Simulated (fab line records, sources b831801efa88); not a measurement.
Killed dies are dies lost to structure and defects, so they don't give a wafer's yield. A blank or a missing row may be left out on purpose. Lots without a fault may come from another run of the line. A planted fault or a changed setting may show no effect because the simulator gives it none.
Tool commonality check | flow gf180mcu | 13 lots, 39 wafers sampled

WHY IT WAS OPENED
At GF_VT_IMPLANT_RS_MEAS_49 the reading MVPSD_RS is flagged on 2 of 13 lots. Wafers without a fault read 1169 ohm/sq, standard deviation 3.3.
Rule: a lot is flagged when every wafer of it that has a number lies more than 4 standard deviations from that mean, or none has a number. The other lots count as sound.

lot  | measured     | on            | MVPSD_RS (ohm/sq), wafer by wafer | flag
L440 | day 7 10:35  | film_metro-02 | 1172 1168 1167                    |
L441 | day 7 18:50  | film_metro-02 | 1170 1169 1169                    |
L442 | day 7 22:03  | film_metro-03 | 1167 1169 1166                    |
L443 | day 8 09:41  | film_metro-01 | 1167 1166 1167                    |
L445 | day 9 02:07  | film_metro-01 | 1171 1170 1168                    |
L447 | day 9 13:58  | film_metro-01 | 1173 1172 1173                    |
L450 | day 10 08:59 | film_metro-03 | 1210 1213 1212                    | FLAGGED
L451 | day 10 14:34 | film_metro-03 | 1217 1218 1215                    | FLAGGED
L454 | day 11 07:52 | film_metro-02 | 1169 1174 1169                    |
L458 | day 12 11:58 | film_metro-03 | 1168 1167 1167                    |
L459 | day 12 18:31 | film_metro-03 | 1166 1165 1168                    |
L460 | day 13 01:13 | film_metro-02 | 1169 1168 1175                    |
L461 | day 13 05:36 | film_metro-02 | 1176 1174 1176                    |
The numbers of the flagged lots are 1214 ohm/sq on average: +45 ohm/sq against the usual, or +14 standard deviations.

WHICH TOOL RAN EACH LOT
The record holds 3 process steps before the reading, out of a route of 602 steps. In each cell: the tool, then ch and the chambers that the sampled wafers went through, then the start.
lot  | flag    | GF_STI_ETCH_13                    | GF_STI_CMP_25                | GF_MVPSD_IMPLANT_09
L440 |         | rie_diel-03 ch 0,1,2, day 2 01:02 | cmp-01 ch 0,2, day 2 03:45   | implanter-02 ch 0, day 4 23:22
L441 |         | rie_diel-03 ch 0,3, day 2 06:50   | cmp-01 ch 0,3, day 2 08:46   | implanter-02 ch 0, day 5 06:26
L442 |         | rie_diel-04 ch 0,2,3, day 2 12:14 | cmp-01 ch 0,2,3, day 2 14:34 | implanter-04 ch 0, day 5 09:02
L443 |         | rie_diel-01 ch 0,2,3, day 2 17:43 | cmp-02 ch 2,3, day 2 19:54   | implanter-03 ch 0, day 5 19:25
L445 |         | rie_diel-03 ch 0,2,3, day 3 03:23 | cmp-02 ch 0,1,3, day 3 07:15 | implanter-03 ch 0, day 6 09:59
L447 |         | rie_diel-04 ch 0,2,3, day 3 15:11 | cmp-02 ch 1,2,3, day 3 17:19 | implanter-02 ch 0, day 6 19:41
L450 | FLAGGED | rie_diel-01 ch 2,3, day 4 05:07   | cmp-02 ch 0,1, day 4 07:38   | implanter-04 ch 0, day 7 12:25
L451 | FLAGGED | rie_diel-01 ch 0,1,3, day 4 10:31 | cmp-02 ch 1,2,3, day 4 12:50 | implanter-04 ch 0, day 7 18:05
L454 |         | rie_diel-01 ch 0,2,3, day 5 00:35 | cmp-01 ch 0,2,3, day 5 02:31 | implanter-02 ch 0, day 8 09:20
L458 |         | rie_diel-01 ch 1,2,3, day 5 22:41 | cmp-02 ch 0,2,3, day 6 01:20 | implanter-02 ch 0, day 9 11:41
L459 |         | rie_diel-03 ch 1,2,3, day 6 03:05 | cmp-01 ch 1,2, day 6 05:02   | implanter-03 ch 0, day 9 16:41
L460 |         | rie_diel-01 ch 1,2, day 6 08:38   | cmp-01 ch 0,1,2, day 6 10:50 | implanter-03 ch 0, day 10 00:35
L461 |         | rie_diel-01 ch 1,3, day 6 13:14   | cmp-01 ch 0,2, day 6 15:13   | implanter-03 ch 0, day 10 04:38
What these steps do:
- GF_STI_ETCH_13: etches the open film in CHF3/O2, stops on Si, target depth 282.31 nm, time 112.9 s.
- GF_STI_CMP_25: polishes, stops on Si3N4, t overpolish 33 s, target thk 524.6 nm.
- GF_MVPSD_IMPLANT_09
- GF_VT_IMPLANT_RS_MEAS_49: measures by four-point-probe.

FLAGGED OVER TOTAL, TOOL BY TOOL (the gauges that took the reading come last)
step                     | tool          | lots run | flagged | share of the flagged lots | sound lots run after its first flagged lot
GF_STI_ETCH_13           | rie_diel-01   | 7        | 2       | all                       | 4 (L454,L458,L460,L461)
GF_STI_ETCH_13           | rie_diel-03   | 4        | 0       | none                      | -
GF_STI_ETCH_13           | rie_diel-04   | 2        | 0       | none                      | -
GF_STI_CMP_25            | cmp-01        | 7        | 0       | none                      | -
GF_STI_CMP_25            | cmp-02        | 6        | 2       | all                       | 1 (L458)
GF_MVPSD_IMPLANT_09      | implanter-02  | 5        | 0       | none                      | -
GF_MVPSD_IMPLANT_09      | implanter-03  | 5        | 0       | none                      | -
GF_MVPSD_IMPLANT_09      | implanter-04  | 3        | 2       | all                       | 0
GF_VT_IMPLANT_RS_MEAS_49 | film_metro-01 | 3        | 0       | none                      | -
GF_VT_IMPLANT_RS_MEAS_49 | film_metro-02 | 5        | 0       | none                      | -
GF_VT_IMPLANT_RS_MEAS_49 | film_metro-03 | 5        | 2       | all                       | 2 (L458,L459)

WHAT THE TABLE ALLOWS
4 rows of the table ran every flagged lot: rie_diel-01 at GF_STI_ETCH_13, cmp-02 at GF_STI_CMP_25, implanter-04 at GF_MVPSD_IMPLANT_09, film_metro-03 at GF_VT_IMPLANT_RS_MEAS_49.
- rie_diel-01 at GF_STI_ETCH_13: 2 of its 7 lots flagged. Sound lots ran on it after the first flagged one (L454, L458, L460, L461), which a lasting fault on the whole tool wouldn't allow.
- cmp-02 at GF_STI_CMP_25: 2 of its 6 lots flagged. Sound lots ran on it after the first flagged one (L458), which a lasting fault on the whole tool wouldn't allow.
- implanter-04 at GF_MVPSD_IMPLANT_09: 2 of its 3 lots flagged. Its last sound lot is L442 (day 5 09:02), its first flagged lot L450 (day 7 12:25): a fault that began between those two fits. Its own readings lie more than 4 standard deviations out on every wafer of the flagged lots: beam_on_s, faraday_current_uA.
- film_metro-03 at GF_VT_IMPLANT_RS_MEAS_49: 2 of its 5 lots flagged. Sound lots ran on it after the first flagged one (L458, L459), which a lasting fault on the whole tool wouldn't allow.
One tool is left: implanter-04 at GF_MVPSD_IMPLANT_09.

WHAT THE SIMULATOR HAD PUT IN
Process parameter drift: implanter-04, from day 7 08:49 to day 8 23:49, at GF_MVPSD_IMPLANT_09. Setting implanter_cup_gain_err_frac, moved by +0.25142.
Lots struck among those shown: L450, L451. The rule above found the same.
